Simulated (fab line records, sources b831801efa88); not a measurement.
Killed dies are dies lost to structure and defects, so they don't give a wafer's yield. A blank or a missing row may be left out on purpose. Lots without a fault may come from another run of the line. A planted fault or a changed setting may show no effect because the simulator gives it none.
fab line records | flow sky130
record lots=11 wafers=33 last_day=50
route steps=708 shown FIELD_ISO@16 PWDE@53 NWELL@67 PAD_OPEN@708
lots that met no fault: from a run of the same line without faults
start_h: hours from the record's first day to the start of the lot's first wafer shown | wait_h: hours since the lot's step before | " the same as in the row above | L1.1+2: a row that stands for several wafers | - no value, or no start given | * or withheld: withheld | < > ~ a bound
route shown NAME@n: a module of which the file shows steps, and the number in the route of the first | usual: mean/standard deviation of fault-free wafers | same: alike in all rows | chamber/n: place in a boat | sites: the reading at each site | _std_site: their standard deviation | _edge_site: outer sites' mean less inner sites' | radius_mm: how far each site lies from the wafer's centre | mask NAME#n: copy n | behind: the tool/chamber that last shaped the wafer | hold: why the lot was held/for how many hours/how that ended | device: the transistor (n, p or np) that didn't switch | end of line: the same wafers' tests at the end of the route | a step without rows: its recipe alone | killed: dies lost to structure and defects at the first sort, not the wafer's yield | map: a wafer's dies, x killed, . not, _ none there
set.NAME: the setting as run; set.NAME@STEP: as run at that earlier step | model.NAME: the simulator's own value behind a step, which no gauge read
steps of the route over a sample of lots; a table a step, a row a wafer
services: from which hour (start_h, from the record's first day; less than 0 if before it) a tool's chamber was out of use, for how many hours, and why
## steps
# step SKY_FIELD_ISO_ETCH_15
# recipe chemistry=CHF3/O2 target_depth_nm=180 stop_on=Si source_w=600 bias_w=200 pressure_mtorr=40 chf3_flow_sccm=50 O2_flow_sccm=5 time_s=72
# usual chf3_flow_sccm=49.99/0.16 drypump_motor_current_A=5.7/0.44 oes_product_au=0.945/0.0071 throttle_valve_pct=8.845/0.0091
# columns lot.wafer tool chamber start_h wait_h chf3_flow_sccm drypump_motor_current_A oes_product_au rf_hours_counter_h throttle_valve_pct
L623.1 rie_diel-04 0 29.73 0.0 49.80 6.0 0.940 81 8.828
L623.2 " 1 " " 49.64 5.3 0.938 107 8.839
L623.6 " 3 " " 50.08 5.7 0.942 - 8.830
L624.3 rie_diel-03 1 33.68 0.0 49.80 4.8 0.945 125 8.844
L624.5 " 3 " " 49.80 6.4 0.945 - 8.853
L624.6 " 0 " " 49.72 5.1 0.945 - 8.836
L627.1 rie_diel-04 0 51.47 0.0 49.82 6.0 0.943 81 8.851
L627.3 " 2 " " 50.00 5.6 0.947 3 8.855
L627.4 " 3 " " 49.88 5.7 0.953 14 8.841
L628.1 rie_diel-02 0 55.77 0.0 49.83 5.8 0.939 157 8.838
L628.2 " 3 " " 50.05 5.9 0.942 39 8.837
L628.4 " 0 " " 49.97 5.9 0.936 - 8.832
L629.2 rie_diel-03 2 59.58 0.0 49.88 5.7 0.931 119 8.824
L629.3 " 0 " " 49.88 5.1 0.937 6 8.839
L629.4 " 1 " " 49.90 4.8 0.936 125 8.832
L634.2 rie_diel-04 3 84.77 0.0 50.16 5.8 0.945 15 8.837
L634.5 " 0 " " 50.07 6.0 0.939 - 8.856
L634.6 " 3 " " 50.07 5.7 0.936 - 8.860
L636.1 rie_diel-03 3 97.33 0.0 49.88 6.4 0.928 131 8.846
L636.3 " 2 " " 49.95 5.7 0.948 120 8.852
L636.5 " 1 " " 49.86 4.8 0.940 - 8.859
L638.1 rie_diel-03 1 113.46 0.0 49.91 4.8 0.946 126 8.850
L638.3 " 3 " " 50.03 6.4 0.942 131 8.869
L638.6 " 0 " " 49.76 5.1 0.945 - 8.823
L640.1 rie_diel-03 0 117.08 0.0 49.91 5.2 0.936 7 8.859
L640.4 " 3 " " 49.91 6.4 0.938 132 8.853
L640.6 " 2 " " 50.16 5.7 0.934 - 8.844
L643.1 rie_diel-04 1 130.92 0.0 49.97 5.3 0.948 109 8.841
L643.2 " 3 " " 50.01 5.8 0.952 16 8.840
L643.4 " 0 " " 49.89 6.0 0.955 83 8.835
L644.2 rie_diel-02 2 139.53 0.0 50.10 5.8 0.950 52 8.842
L644.3 " 1 " " 50.03 5.9 0.952 156 8.851
L644.6 " 1 " " 50.04 5.9 0.956 - 8.847
# step SKY_FIELD_ISO_CMP_27
# recipe stop_on=Si3N4 t_overpolish_s=16 down_force_psi=4 platen_rpm=60 target_thk_nm=457.8 pad_velocity_m_s=0.94248
# usual motor_current_A=12.4/1.4 overpolish_run_s=15.999/0.0087 platen_rpm=60.00/0.04 time_to_endpoint_s=112/3.6
# columns lot.wafer tool chamber start_h wait_h motor_current_A overpolish_run_s platen_rpm time_to_endpoint_s
L623.1 cmp-02 3 35.14 0.0 11.3 16.007 60.03 111
L623.2 " 1 " " 10.4 16.015 60.02 116
L623.6 " 3 " " 11.0 16.006 60.08 111
L624.3 cmp-02 1 40.44 0.1 10.7 15.987 60.08 116
L624.5 " 0 " " 12.8 16.004 59.98 119
L624.6 " 1 " " 10.7 15.995 60.04 119
L627.3 cmp-02 1 57.06 0.1 10.7 15.991 60.00 112
L627.4 " 2 " " 13.1 16.006 59.99 109
L627.1 " 3 " " 11.2 16.002 60.00 110
L628.1 cmp-02 0 60.55 0.0 13.2 16.004 59.96 118
L628.4 " 2 " " 14.1 16.003 59.99 114
L628.2 " 3 " " 11.3 16.002 60.01 110
L629.2 cmp-01 3 62.94 0.0 13.5 15.983 59.95 111
L629.4 " 0 " " 14.9 15.996 59.98 108
L629.3 " 1 " " 10.7 15.999 60.05 110
L634.2 cmp-01 0 89.68 0.1 14.9 15.989 59.99 111
L634.5 " 1 " " 11.4 15.988 60.00 108
L634.6 " 2 " " 11.5 16.004 60.04 109
L636.1 cmp-02 1 100.89 0.0 10.5 15.987 60.02 112
L636.3 " 0 " " 12.9 16.000 59.95 115
L636.5 " 1 " " 10.7 16.000 59.97 112
L638.1 cmp-02 1 119.87 0.0 10.2 16.002 59.99 113
L638.3 " 0 " " 13.2 15.996 60.04 114
L638.6 " 1 " " 10.5 15.999 59.95 109
L640.1 cmp-01 1 125.79 0.0 10.8 16.008 60.05 111
L640.4 " 0 " " 14.6 15.999 60.02 119
L640.6 " 1 " " 11.6 16.007 60.03 112
L643.4 cmp-02 3 135.49 0.1 11.5 16.008 59.92 107
L643.2 " 0 " " 13.1 15.993 60.00 113
L643.1 " 1 " " 10.6 16.021 59.97 112
L644.3 cmp-01 1 142.90 0.0 11.4 16.007 60.00 111
L644.2 " 0 " " 14.2 15.982 59.98 118
L644.6 " 2 " " 10.7 16.002 60.03 111
# step SKY_PWDE_IMPLANT_08
# recipe species=B energy_kev=150 dose_cm2=3.6e+12 tilt_deg=withheld
# usual beam_energy_keV=150.00/0.05
# columns lot.wafer tool chamber start_h wait_h beam_energy_keV
L623.1 implanter-01 0 70.80 0.0 149.97
L623.2 " 0 " " 149.94
L623.6 " 0 " " 149.97
L624.3 implanter-03 0 77.30 0.1 150.02
L624.5 " 0 " " 150.01
L624.6 " 0 " " 149.98
L627.1 implanter-04 0 93.14 0.0 150.00
L627.3 " 0 " " 150.02
L627.4 " 0 " " 150.03
L628.1 implanter-01 0 98.24 0.0 149.98
L628.2 " 0 " " 149.92
L628.4 " 0 " " 149.97
L629.2 implanter-03 0 98.97 0.0 150.09
L629.3 " 0 " " 150.07
L629.4 " 0 " " 150.12
L634.2 implanter-03 0 127.60 0.0 182.52
L634.5 " 0 " " 182.47
L634.6 " 0 " " 182.47
L636.1 implanter-03 0 138.79 0.0 182.54
L636.3 " 0 " " 182.56
L636.5 " 0 " " 182.43
L638.1 implanter-03 0 165.24 0.0 182.50
L638.3 " 0 " " 182.51
L638.6 " 0 " " 182.47
L640.1 implanter-01 0 169.27 0.0 149.96
L640.4 " 0 " " 149.99
L640.6 " 0 " " 149.95
L643.1 implanter-01 0 179.20 0.0 149.95
L643.2 " 0 " " 149.91
L643.4 " 0 " " 149.92
L644.2 implanter-04 0 186.07 0.0 149.96
L644.3 " 0 " " 150.09
L644.6 " 0 " " 150.01
# step SKY_NWELL_STRIP_14
# recipe chemistry=O2/N2 power_w=1400 pressure_mtorr=1500 platen_temp_c=withheld o2_flow_sccm=3000 n2_flow_sccm=300 overash_fraction=0.5
# usual drypump_motor_current_A=5.67/0.24 oes_product_au=0.722/0.0044 strip_time_to_endpoint_s=36.89/0.11
# columns lot.wafer tool chamber start_h wait_h drypump_motor_current_A oes_product_au rf_hours_counter_h strip_time_to_endpoint_s
L623.1 plasma_asher-04 1 87.53 0.1 5.83 0.728 43 36.93
L623.2 " 0 " " 5.76 0.715 43 36.92
L623.6 " 1 " " 5.80 0.712 - 36.82
L624.3 plasma_asher-04 0 94.49 0.1 5.78 0.716 - 36.95
L624.5 " 0 " " 5.74 0.721 - 36.96
L624.6 " 1 " " 5.91 0.720 - 36.91
L627.1 plasma_asher-01 0 111.48 0.1 5.27 0.723 29 36.76
L627.3 " 1 " " 5.73 0.720 - 36.62
L627.4 " 0 " " 5.26 0.724 - 36.75
L628.1 plasma_asher-04 1 117.19 0.1 5.86 0.716 45 36.82
L628.2 " 0 " " 5.79 0.726 45 36.91
L628.4 " 1 " " 5.84 0.727 - 36.93
L629.2 plasma_asher-04 1 117.90 0.1 5.89 0.721 45 37.01
L629.3 " 1 " " 5.86 0.721 - 36.94
L629.4 " 0 " " 5.77 0.721 - 37.07
L634.2 plasma_asher-01 1 147.29 0.1 5.75 0.723 34 36.98
L634.5 " 0 " " 5.31 0.726 - 36.87
L634.6 " 1 " " 5.77 0.727 - 36.85
L636.1 plasma_asher-01 1 159.11 0.1 5.76 0.716 36 36.97
L636.3 " 0 " " 5.26 0.724 - 36.81
L636.5 " 1 " " 5.77 0.720 - 36.91
L638.1 plasma_asher-03 1 186.57 0.1 5.97 0.728 51 36.95
L638.3 " 1 " " 5.94 0.721 - 36.92
L638.6 " 0 " " 5.82 0.727 - 36.87
L640.1 plasma_asher-04 1 190.74 0.1 5.88 0.720 50 36.98
L640.4 " 0 " " 5.80 0.724 - 37.02
L640.6 " 0 " " 5.80 0.720 - 36.87
L643.1 plasma_asher-01 0 200.64 0.1 5.27 0.728 41 36.81
L643.2 " 1 " " 5.72 0.719 41 36.73
L643.4 " 0 " " 5.25 0.725 - 36.86
L644.2 plasma_asher-01 1 207.79 0.1 5.69 0.723 42 36.87
L644.3 " 1 " " 5.72 0.718 - 36.71
L644.6 " 0 " " 5.21 0.718 - 36.82
# step SKY_NWELL_RS_MEAS_31
# recipe thk_meas_gauge=four-point-probe
# usual PWDE_RS=5278/15
# columns lot.wafer tool chamber start_h wait_h PWDE_RS[ohm/sq]
L623.1 film_metro-04 - 105.38 0.1 5286
L623.2 " - " " 5280
L623.6 " - " " 5294
L624.3 film_metro-03 - 113.22 0.1 5278
L624.5 " - " " 5286
L624.6 " - " " 5279
L627.1 film_metro-04 - 129.23 0.1 5252
L627.3 " - " " 5249
L627.4 " - " " 5254
L628.1 film_metro-03 - 136.49 0.1 5274
L628.2 " - " " 5270
L628.4 " - " " 5286
L629.2 film_metro-02 - 136.87 0.1 5275
L629.3 " - " " 5289
L629.4 " - " " 5285
L634.2 film_metro-03 - 168.65 0.1 5230
L634.5 " - " " 5254
L634.6 " - " " 5238
L636.1 film_metro-03 - 180.47 0.1 5219
L636.3 " - " " 5203
L636.5 " - " " 5204
L638.1 film_metro-04 - 208.69 0.1 5227
L638.3 " - " " 5228
L638.6 " - " " 5201
L640.1 film_metro-04 - 212.30 0.1 5277
L640.4 " - " " 5294
L640.6 " - " " 5292
L643.1 film_metro-03 - 223.85 0.1 5289
L643.2 " - " " 5259
L643.4 " - " " 5293
L644.2 film_metro-02 - 231.60 0.1 5319
L644.3 " - " " 5304
L644.6 " - " " 5303
# step SKY_PAD_OPEN_PROBE_99
# usual killed_at_M0_to_M3=45/7.3 killed_at_M4_up=3.2/1.8 killed_at_contacts=25/5.5 killed_at_front_end=15/4.2 killed_at_other=0.3/0.69 killed_dies=89/9.4 killed_open=49/6.6 killed_short=40/6.4
# same gross_dies=492 killed_at_back_side=0
# columns lot.wafer tool chamber start_h wait_h killed_at_M0_to_M3 killed_at_M4_up killed_at_contacts killed_at_front_end killed_at_other killed_dies killed_open killed_short
L638.1 prober-01 - 1167.76 0.1 45 4 19 15 0 83 43 40
L638.3 prober-01 - 1167.86 0.2 40 3 22 13 1 79 40 38
L638.6 prober-01 - 1168.01 0.2 33 3 20 15 0 71 39 32
L640.1 prober-01 - 1177.16 0.1 53 4 27 12 0 96 55 41
L640.4 prober-01 - 1177.31 0.2 36 2 26 20 0 84 43 41
L640.6 prober-01 - 1177.41 0.2 51 3 27 20 1 102 57 45
# killed by level:class
L638.1 VIA1:geometric_particle:open=9 METAL2:geometric_particle:short=8 LI_CONTACT:geometric_particle:open=7 VIA3:geometric_particle:open=7 CONTACT:geometric_particle:open=6 METAL1:geometric_particle:short=6 VIA2:geometric_particle:open=6 VIA1:geometric_particle:short=5
L638.3 LI_CONTACT:geometric_particle:open=9 METAL2:geometric_particle:short=8 VIA1:geometric_particle:open=7 VIA2:geometric_particle:open=7 CONTACT:geometric_particle:open=5 FIELD_ISO:geometric_particle:open=4 FIELD_ISO:geometric_particle:short=4 VIA3:geometric_particle:short=4
L638.6 CONTACT:geometric_particle:open=8 VIA1:geometric_particle:open=6 METAL2:geometric_particle:short=6 VIA3:geometric_particle:open=6 METAL3:geometric_particle:short=5 FIELD_ISO:geometric_particle:open=4 POLY_GATE:geometric_particle:open=4 LI_CONTACT:geometric_particle:short=4
L640.1 VIA1:geometric_particle:open=16 VIA3:geometric_particle:open=9 LI_CONTACT:geometric_particle:open=8 VIA1:geometric_particle:short=7 FIELD_ISO:geometric_particle:open=6 VIA3:geometric_particle:short=6 VIA2:geometric_particle:open=5 LI_CONTACT:geometric_particle:short=5
L640.4 FIELD_ISO:geometric_particle:short=8 FIELD_ISO:geometric_particle:open=8 LI_CONTACT:geometric_particle:open=8 CONTACT:geometric_particle:open=8 VIA1:geometric_particle:open=8 LOCAL_INTERCONNECT:geometric_particle:short=7 METAL1:geometric_particle:short=5 VIA2:geometric_particle:short=5
L640.6 CONTACT:geometric_particle:open=13 VIA2:geometric_particle:open=8 VIA1:geometric_particle:open=8 VIA3:geometric_particle:open=7 METAL2:geometric_particle:short=6 FIELD_ISO:geometric_particle:open=6 LOCAL_INTERCONNECT:geometric_particle:short=6 METAL1:geometric_particle:short=6
## services
# columns tool chamber start_h hours kind
rie_diel-04 1 9.63 19.4 repair
rie_diel-03 1 16.93 15.7 repair
rie_diel-02 - 22.07 0.1 repair
rie_diel-02 0 23.94 3.8 repair
rie_diel-02 - 25.52 14.6 pm
implanter-01 - 25.58 4.5 pm
plasma_asher-01 - 39.78 9.3 repair
rie_diel-02 2 48.04 11.6 repair
cmp-02 - 64.00 4.0 pm
implanter-03 - 74.66 2.4 repair
rie_diel-03 2 75.97 5.6 repair
plasma_asher-04 - 77.09 1.6 repair
rie_diel-03 0 80.48 16.3 repair
implanter-01 - 94.78 3.2 repair
cmp-01 - 100.26 7.2 pm
plasma_asher-04 - 107.60 9.5 repair
rie_diel-04 1 140.65 19.8 repair
plasma_asher-04 - 155.58 28.1 pm
implanter-01 - 158.35 1.1 repair
cmp-01 - 162.84 1.1 repair
implanter-01 - 164.60 1.5 repair
implanter-03 - 179.70 5.0 repair
cmp-02 - 184.54 0.5 repair
cmp-01 - 186.48 4.6 repair
## key
first_sign step=SKY_PWDE_IMPLANT_08 reading=beam_energy_keV direction=up sigmas=99+ usual=* struck=*
effect step=SKY_NWELL_RS_MEAS_31 reading=PWDE_RS direction=down sigmas=3.6 usual=5278 struck=5223
met_at SKY_PWDE_IMPLANT_08
struck_lots L634,L636,L638
tester_left_out L634,L636,L638
not_acting_at SKY_FIELD_ISO_ETCH_15,SKY_FIELD_ISO_CMP_27,SKY_NWELL_STRIP_14
onset_between 98.97 127.60
fault kind=process_parameter_drift tool=implanter-03 chamber=- onset_h=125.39 steps=SKY_PWDE_IMPLANT_08 channel=energy_kev offset=* shape=step end_h=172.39 acts_in=* stated=*
# tester_left_out: of these lots the tester's yield and bins aren't shown, on N5 and GAA mostly nor the transistor test; their killed dies are dies lost to structure and defects alone, not to doping, threshold or leakage, so they don't give the yield
